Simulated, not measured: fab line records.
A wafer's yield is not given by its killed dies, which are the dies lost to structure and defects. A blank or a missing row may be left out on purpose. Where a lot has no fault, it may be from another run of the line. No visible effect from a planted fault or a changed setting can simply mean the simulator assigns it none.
Which tool did it? || flow sky130 || 42 wafers from 14 lots sampled at 2 of the route's 708 steps

## WHAT EACH GAUGE READ, for each wafer
Not one reading of a measure or inspect step in the record can be checked against a usual standard deviation.

## WHAT TOOL EACH LOT RAN ON (gives the tool, then ch and the chambers of the sampled wafers, and finally the start)
{"lot": "L706", "SKY_LDD_N_IMPLANT_14": "implanter-01 ch 0, day 18 00:11", "SKY_LDD_N_STRIP_16": "plasmaAsher-02 ch 1, day 18 00:29"}
{"lot": "L707", "SKY_LDD_N_IMPLANT_14": "implanter-04 ch 0, day 18 04:14", "SKY_LDD_N_STRIP_16": "plasmaAsher-01 ch 0, day 18 04:32"}
{"lot": "L708", "SKY_LDD_N_IMPLANT_14": "implanter-01 ch 0, day 18 16:50", "SKY_LDD_N_STRIP_16": "plasmaAsher-03 ch 0,1, day 18 17:08"}
{"lot": "L709", "SKY_LDD_N_IMPLANT_14": "implanter-03 ch 0, day 18 23:14", "SKY_LDD_N_STRIP_16": "plasmaAsher-03 ch 0,1, day 18 23:32"}
{"lot": "L711", "SKY_LDD_N_IMPLANT_14": "implanter-01 ch 0, day 19 22:54", "SKY_LDD_N_STRIP_16": "plasmaAsher-02 ch 0,1, day 19 23:12"}
{"lot": "L714", "SKY_LDD_N_IMPLANT_14": "implanter-01 ch 0, day 20 21:05", "SKY_LDD_N_STRIP_16": "plasmaAsher-02 ch 0,1, day 20 21:21"}
{"lot": "L720", "SKY_LDD_N_IMPLANT_14": "implanter-01 ch 0, day 23 02:36", "SKY_LDD_N_STRIP_16": "plasmaAsher-02 ch 0,1, day 23 02:53"}
{"lot": "L722", "SKY_LDD_N_IMPLANT_14": "implanter-03 ch 0, day 23 22:16", "SKY_LDD_N_STRIP_16": "plasmaAsher-02 ch 0,1, day 23 22:32"}
{"lot": "L723", "SKY_LDD_N_IMPLANT_14": "implanter-01 ch 0, day 24 11:20", "SKY_LDD_N_STRIP_16": "plasmaAsher-03 ch 0,1, day 24 11:38"}
{"lot": "L724", "SKY_LDD_N_IMPLANT_14": "implanter-01 ch 0, day 24 13:02", "SKY_LDD_N_STRIP_16": "plasmaAsher-02 ch 1, day 24 13:18"}
{"lot": "L726", "SKY_LDD_N_IMPLANT_14": "implanter-01 ch 0, day 24 21:00", "SKY_LDD_N_STRIP_16": "plasmaAsher-02 ch 0,1, day 24 21:17"}
{"lot": "L727", "SKY_LDD_N_IMPLANT_14": "implanter-04 ch 0, day 25 10:05", "SKY_LDD_N_STRIP_16": "plasmaAsher-02 ch 0,1, day 25 10:23"}
{"lot": "L728", "SKY_LDD_N_IMPLANT_14": "implanter-03 ch 0, day 25 13:44", "SKY_LDD_N_STRIP_16": "plasmaAsher-01 ch 0,1, day 25 14:02"}
{"lot": "L729", "SKY_LDD_N_IMPLANT_14": "implanter-03 ch 0, day 26 01:34", "SKY_LDD_N_STRIP_16": "plasmaAsher-02 ch 0,1, day 26 01:50"}
- SKY_LDD_N_IMPLANT_14
- SKY_LDD_N_STRIP_16: strips in O2/N2.

## WHAT THE TOOLS THEMSELVES READ (means of the sampled wafers that have a number; where no wafer has one, the mark that the record gives instead)
SKY_LDD_N_IMPLANT_14. Usual: doseIonsCm2 5e+12, standard deviation 6.1e+09; faradayCurrentUA 28.2, standard deviation 0.57.
{"lot": "L706", "tool": "implanter-01", "doseIonsCm2": 5e+12, "faradayCurrentUA": 28.5, "flag": ""}
{"lot": "L707", "tool": "implanter-04", "doseIonsCm2": 5e+12, "faradayCurrentUA": 28.2, "flag": ""}
{"lot": "L708", "tool": "implanter-01", "doseIonsCm2": 5e+12, "faradayCurrentUA": 28.6, "flag": ""}
{"lot": "L709", "tool": "implanter-03", "doseIonsCm2": 5e+12, "faradayCurrentUA": 28.0, "flag": ""}
{"lot": "L711", "tool": "implanter-01", "doseIonsCm2": 5e+13, "faradayCurrentUA": 259.3, "flag": "OFF"}
{"lot": "L714", "tool": "implanter-01", "doseIonsCm2": 5e+13, "faradayCurrentUA": 257.0, "flag": "OFF"}
{"lot": "L720", "tool": "implanter-01", "doseIonsCm2": 5e+12, "faradayCurrentUA": 28.4, "flag": ""}
{"lot": "L722", "tool": "implanter-03", "doseIonsCm2": 5e+12, "faradayCurrentUA": 28.6, "flag": ""}
{"lot": "L723", "tool": "implanter-01", "doseIonsCm2": 5e+12, "faradayCurrentUA": 28.6, "flag": ""}
{"lot": "L724", "tool": "implanter-01", "doseIonsCm2": 5e+12, "faradayCurrentUA": 27.8, "flag": ""}
{"lot": "L726", "tool": "implanter-01", "doseIonsCm2": 5e+12, "faradayCurrentUA": 28.4, "flag": ""}
{"lot": "L727", "tool": "implanter-04", "doseIonsCm2": 5e+12, "faradayCurrentUA": 28.3, "flag": ""}
{"lot": "L728", "tool": "implanter-03", "doseIonsCm2": 5e+12, "faradayCurrentUA": 28.4, "flag": ""}
{"lot": "L729", "tool": "implanter-03", "doseIonsCm2": 5e+12, "faradayCurrentUA": 28.5, "flag": ""}

SKY_LDD_N_STRIP_16. Usual: drypumpMotorCurrentA 5.4 A, standard deviation 0.47; oesProductAu 0.407 a.u., standard deviation 0.0045; stripTimeToEndpointS 4.319 s, standard deviation 0.014.
{"lot": "L706", "tool": "plasmaAsher-02", "drypumpMotorCurrentA (A)": 5.6, "oesProductAu (a.u.)": 0.412, "stripTimeToEndpointS (s)": 4.320, "flag": ""}
{"lot": "L707", "tool": "plasmaAsher-01", "drypumpMotorCurrentA (A)": 4.9, "oesProductAu (a.u.)": 0.408, "stripTimeToEndpointS (s)": 4.323, "flag": ""}
{"lot": "L708", "tool": "plasmaAsher-03", "drypumpMotorCurrentA (A)": 6.0, "oesProductAu (a.u.)": 0.406, "stripTimeToEndpointS (s)": 4.328, "flag": ""}
{"lot": "L709", "tool": "plasmaAsher-03", "drypumpMotorCurrentA (A)": 6.0, "oesProductAu (a.u.)": 0.409, "stripTimeToEndpointS (s)": 4.320, "flag": ""}
{"lot": "L711", "tool": "plasmaAsher-02", "drypumpMotorCurrentA (A)": 5.3, "oesProductAu (a.u.)": 0.406, "stripTimeToEndpointS (s)": 4.434, "flag": "OFF"}
{"lot": "L714", "tool": "plasmaAsher-02", "drypumpMotorCurrentA (A)": 5.2, "oesProductAu (a.u.)": 0.408, "stripTimeToEndpointS (s)": 4.414, "flag": "OFF"}
{"lot": "L720", "tool": "plasmaAsher-02", "drypumpMotorCurrentA (A)": 5.3, "oesProductAu (a.u.)": 0.405, "stripTimeToEndpointS (s)": 4.325, "flag": ""}
{"lot": "L722", "tool": "plasmaAsher-02", "drypumpMotorCurrentA (A)": 5.1, "oesProductAu (a.u.)": 0.403, "stripTimeToEndpointS (s)": 4.312, "flag": ""}
{"lot": "L723", "tool": "plasmaAsher-03", "drypumpMotorCurrentA (A)": 6.0, "oesProductAu (a.u.)": 0.408, "stripTimeToEndpointS (s)": 4.318, "flag": ""}
{"lot": "L724", "tool": "plasmaAsher-02", "drypumpMotorCurrentA (A)": 5.5, "oesProductAu (a.u.)": 0.409, "stripTimeToEndpointS (s)": 4.316, "flag": ""}
{"lot": "L726", "tool": "plasmaAsher-02", "drypumpMotorCurrentA (A)": 5.3, "oesProductAu (a.u.)": 0.407, "stripTimeToEndpointS (s)": 4.326, "flag": ""}
{"lot": "L727", "tool": "plasmaAsher-02", "drypumpMotorCurrentA (A)": 5.1, "oesProductAu (a.u.)": 0.405, "stripTimeToEndpointS (s)": 4.298, "flag": ""}
{"lot": "L728", "tool": "plasmaAsher-01", "drypumpMotorCurrentA (A)": 5.7, "oesProductAu (a.u.)": 0.406, "stripTimeToEndpointS (s)": 4.323, "flag": ""}
{"lot": "L729", "tool": "plasmaAsher-02", "drypumpMotorCurrentA (A)": 5.1, "oesProductAu (a.u.)": 0.410, "stripTimeToEndpointS (s)": 4.323, "flag": ""}

## THE ANSWER, worked out from the rows above alone
Rule: a lot is off if the mean of its wafers that have a number lies more than 3 standard deviations from the usual mean. Also off: a lot with no number at a reading for which 4 or more lots have one. Where the step has rows for the other lots, those lots are counted as sound. Order of review: gauges by route order, followed by the tools' own readings, for which a lot's mean as printed above is used. The first step at which some lot is off is used, and at that step the reading that is off furthest; a lot without a number counts as furthest.
Off: L711, L714, at SKY_LDD_N_IMPLANT_14 (doseIonsCm2).
A tool fits if, at that step or a process step before it, it ran every lot that is off, and no sound lot after the first of them. No candidate that was tried fits.

## WHAT THE SIMULATOR HAD PUT IN
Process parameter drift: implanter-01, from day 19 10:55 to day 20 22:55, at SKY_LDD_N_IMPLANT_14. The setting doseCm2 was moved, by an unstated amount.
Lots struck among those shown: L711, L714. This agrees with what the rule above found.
